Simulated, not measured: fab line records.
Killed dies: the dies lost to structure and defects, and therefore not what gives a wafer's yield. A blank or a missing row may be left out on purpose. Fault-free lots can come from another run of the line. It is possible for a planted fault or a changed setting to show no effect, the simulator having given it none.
Which tool was responsible? + flow gf180mcu + at 1 step of a route of 602, 12 lots with 36 wafers sampled

WHAT THE GAUGES READ, wafer by wafer
GF_STI_BOW_MEAS_00.
| lot  | measured    | on            | INCOMING_BOW (um) |
|------|-------------|---------------|-------------------|
| L075 | day 1 15:00 | film-metro-04 | -14 -3 -4         |
| L077 | day 2 01:01 | film-metro-03 | -4 1 0            |
| L079 | day 2 11:00 | film-metro-01 | 0 -3 3            |
| L081 | day 2 21:01 | film-metro-04 | 1 -3 2            |
| L083 | day 3 07:00 | film-metro-01 | -7 -10 -5         |
| L085 | day 3 17:00 | film-metro-03 | -7 -3 7           |
| L087 | day 4 03:00 | film-metro-04 | -3 8 7            |
| L089 | day 4 13:01 | film-metro-01 | 12 -1 -3          |
| L091 | day 4 23:00 | film-metro-03 | 1 -3 -4           |
| L093 | day 5 09:01 | film-metro-03 | -4 5 -3           |
| L095 | day 5 19:00 | film-metro-01 | -7 0 -13          |
| L097 | day 6 05:00 | film-metro-04 | -3 4 0            |

TOOL THAT RAN EACH LOT (tool first, then ch and the chambers of the sampled wafers, then the start)
The record shows no process step preceding these readings.

THE ANSWER, worked out from the rows above alone
Rule: what is usual is taken from the lots themselves. Put in order of their means at a reading, lots are off if they are a third of the lots or fewer, leave a main group of 4 or more, and stand apart from it by a gap of 3 or more times the standard deviation of the main group's means; of several such gaps the widest counts. A main group is skipped when, at the precision printed for the reading in the tables above, its means are all equal. A lot without any number at a reading at which 4 lots or more have one is off too. Any other lot the step has rows for is counted as sound.
Across all readings shown, no lot is off: no conclusion can be drawn from this.

WHAT THE SIMULATOR HAD PUT IN
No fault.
